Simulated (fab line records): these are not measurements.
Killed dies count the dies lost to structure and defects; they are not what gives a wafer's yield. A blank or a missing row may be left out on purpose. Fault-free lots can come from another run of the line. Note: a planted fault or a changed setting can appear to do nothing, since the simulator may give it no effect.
Which tool was responsible? -- flow gf180mcu -- Sampling: 14 lots, 42 wafers, 3 of 602 route steps

== WHAT EACH GAUGE READ, for each wafer ==
GF_V1_CD_MEAS_14: target cd 260 nm. Usual: cd nm 259.8 nm, standard deviation 1.3.
lot,measured,on,cd nm (nm),flag
L436,day 18 02:48,cd sem-02,261.2 261.1 261.3,
L438,day 18 14:38,cd sem-02,261.8 261.0 262.3,
L439,day 19 10:08,cd sem-02,258.6 257.9 258.2,
L440,day 19 17:30,cd sem-01,262.9 262.2 261.3,
L441,day 19 20:25,cd sem-01,259.1 259.0 258.7,
L453,day 24 03:44,cd sem-01,261.4 260.9 261.0,
L455,day 24 22:05,cd sem-02,258.8 259.0 258.7,
L456,day 25 07:44,cd sem-02,259.0 259.6 258.9,
L457,day 25 12:08,cd sem-02,258.7 258.6 257.9,
L458,day 25 22:01,cd sem-02,260.6 260.7 263.0,
L459,day 26 07:10,cd sem-01,259.1 259.8 259.5,

== TOOL THAT RAN EACH LOT (tool first, then ch and the chambers of the sampled wafers, then the start) ==
lot,GF_STI_WET_ETCH_27,GF_M1_STRIP_17
L436,"wet bench-03 ch 2, day 2 04:52","plasma asher-04 ch 0,1, day 17 02:48"
L438,"wet bench-02 ch 3, day 2 14:11","plasma asher-03 ch 0,1, day 17 14:46"
L439,"wet bench-02 ch 0, day 2 20:27","plasma asher-02 ch 0,1, day 18 08:51"
L440,"wet bench-01 ch 3, day 3 01:43","plasma asher-02 ch 0,1, day 18 15:33"
L441,"wet bench-03 ch 2, day 3 05:12","plasma asher-03 ch 0,1, day 18 19:21"
L445,"wet bench-01 ch 1, day 4 02:09",-
L446,"wet bench-02 ch 2, day 4 08:51",-
L447,"wet bench-03 ch 1, day 4 12:37",-
L453,"wet bench-01 ch 2, day 5 19:07","plasma asher-02 ch 0,1, day 23 03:57"
L455,"wet bench-02 ch 0, day 6 06:40","plasma asher-04 ch 0,1, day 23 22:43"
L456,"wet bench-03 ch 3, day 6 11:16","plasma asher-03 ch 0,1, day 24 08:14"
L457,"wet bench-03 ch 3, day 6 16:27","plasma asher-04 ch 0,1, day 24 13:14"
L458,"wet bench-01 ch 0, day 6 21:56","plasma asher-03 ch 0,1, day 24 22:55"
L459,"wet bench-01 ch 3, day 7 04:23","plasma asher-02 ch 0,1, day 25 08:58"
- GF_STI_WET_ETCH_27: etches Si3N4 in H3PO4, target depth 160 nm, time 1825 s.
- GF_M1_STRIP_17: strips in O2/N2.

== WHAT THE TOOLS THEMSELVES READ (means of the sampled wafers that have a number; where no wafer has one, the mark that the record gives instead) ==
GF_STI_WET_ETCH_27. Usual: bath guard temp C 159.8 C, standard deviation 0.52; bath heat duty pct 26.4 %, standard deviation 3.
lot,tool,bath guard temp C (C),bath heat duty pct (%),flag
L436,wet bench-03,159.5,23.7,
L438,wet bench-02,160.2,29.1,
L439,wet bench-02,160.0,22.8,
L440,wet bench-01,160.6,26.8,
L441,wet bench-03,159.4,23.1,
L445,wet bench-01,-,-,OFF
L446,wet bench-02,-,-,OFF
L447,wet bench-03,-,-,OFF
L453,wet bench-01,159.9,30.7,
L455,wet bench-02,160.1,24.2,
L456,wet bench-03,159.9,23.2,
L457,wet bench-03,159.9,24.0,
L458,wet bench-01,158.7,26.9,
L459,wet bench-01,160.6,27.0,

GF_M1_STRIP_17. Usual: chamber pressure mTorr 1499.8 mTorr, standard deviation 1.3; drypump motor current A 5.37 A, standard deviation 0.25; heater power w 302 W, standard deviation 27; oes product au 0.538 a.u., standard deviation 0.0051; platen temp c 249.97 C, standard deviation 0.19; strip time to endpoint s 7.40 s, standard deviation 0.046.
lot,tool,chamber pressure mTorr (mTorr),drypump motor current A (A),heater power w (W),oes product au (a.u.),platen temp c (C),strip time to endpoint s (s),flag
L436,plasma asher-04,1499.9,5.07,317,0.535,250.12,7.37,
L438,plasma asher-03,1499.4,5.54,304,0.538,249.92,7.37,
L439,plasma asher-02,1500.7,5.56,275,0.535,249.68,7.35,
L440,plasma asher-02,1499.9,5.56,283,0.536,250.09,7.43,
L441,plasma asher-03,1499.7,5.53,304,0.531,249.93,7.36,
L453,plasma asher-02,1500.0,5.43,291,0.540,249.94,7.41,
L455,plasma asher-04,1501.2,5.05,316,0.535,250.11,7.41,
L456,plasma asher-03,1500.8,5.53,297,0.538,250.21,7.40,
L457,plasma asher-04,1500.2,4.99,338,0.534,249.98,7.43,
L458,plasma asher-03,1499.2,5.53,295,0.540,249.83,7.34,
L459,plasma asher-02,1499.6,5.44,295,0.537,249.97,7.43,

== THE ANSWER, worked out from the rows above alone ==
Rule: lot off if the mean of its wafers having a number is beyond 3 standard deviations from the usual mean. A lot without any number at a reading at which 4 lots or more have one is off too. The other lots that the step has rows for count as sound. Order of review: gauges by route order, followed by the tools' own readings, for which a lot's mean as printed above is used. At the first step where some lot is off, the reading lying furthest off is the one used; lots without a number count as furthest.
Off at GF_STI_WET_ETCH_27 (bath guard temp C): L445, L446, L447. Without a number there: L445, L446, L447.
A tool fits if, at that step or a process step before it, it ran every lot that is off, and no sound lot after the first of them. No candidate that was tried fits.

== WHAT THE SIMULATOR HAD INSERTED ==
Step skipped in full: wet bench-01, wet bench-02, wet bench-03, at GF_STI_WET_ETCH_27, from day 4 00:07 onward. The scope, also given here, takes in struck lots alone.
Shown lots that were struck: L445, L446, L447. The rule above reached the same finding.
